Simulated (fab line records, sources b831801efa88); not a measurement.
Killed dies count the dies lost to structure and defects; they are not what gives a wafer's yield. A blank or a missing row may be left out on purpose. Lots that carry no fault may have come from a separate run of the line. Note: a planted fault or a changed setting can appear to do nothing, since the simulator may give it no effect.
Matching of chambers + flow sky130 + 3 sister chambers for SKY_CAPM_CVD_00 on pecvd-02
The step deposits SiO2, target thk 15.5 nm. 6 wafers are shown with their chamber, then 8 later ones without.

== WAFERS WITH THEIR CHAMBER ==
| wafer  | chamber | heater_power_w (W) |
|--------|---------|--------------------|
| L337.1 | 2       | 542                |
| L345.5 | 1       | 816                |
| L347.3 | 0       | 665                |
| L347.4 | 0       | 686                |
| L347.6 | 2       | 512                |
| L348.2 | 1       | 768                |

== WAFERS WITH NO CHAMBER GIVEN ==
| wafer  | heater_power_w (W) |
|--------|--------------------|
| L348.3 | 786                |
| L348.6 | 774                |
| L353.1 | 610                |
| L353.2 | 723                |
| L353.4 | 722                |
| L357.2 | 812                |
| L357.3 | 621                |
| L357.6 | 613                |

== WHICH CHAMBER EACH ONE RAN IN ==
| wafer  | from the rows above     | in truth                   |
|--------|-------------------------|----------------------------|
| L348.3 | 1                       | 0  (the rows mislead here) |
| L348.6 | 1                       | 1                          |
| L353.1 | can't be placed: 0 or 2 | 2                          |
| L353.2 | can't be placed: 0 or 1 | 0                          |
| L353.4 | can't be placed: 0 or 1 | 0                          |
| L357.2 | 1                       | 1                          |
| L357.3 | can't be placed: 0 or 2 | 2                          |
| L357.6 | can't be placed: 0 or 2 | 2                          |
Placed correctly: 2 of 8. These rows do not allow placing 5 (true chamber among the candidates in 5). Wrongly placed: 1.
How it was worked out, from the rows above alone: a wafer's distance from a chamber is the root of the sum, over the readings, of the square of ((its reading less the chamber's mean) divided by the reading's scatter). If the next closest chamber is less than 2 further off than the closest, the wafer can't be placed; otherwise it belongs to the closest. Each chamber's mean is taken over the wafers shown for it. The scatter: take each reading less its chamber's mean, square it, sum over the shown wafers, divide by the number of wafers less the number of chambers, and take the root.
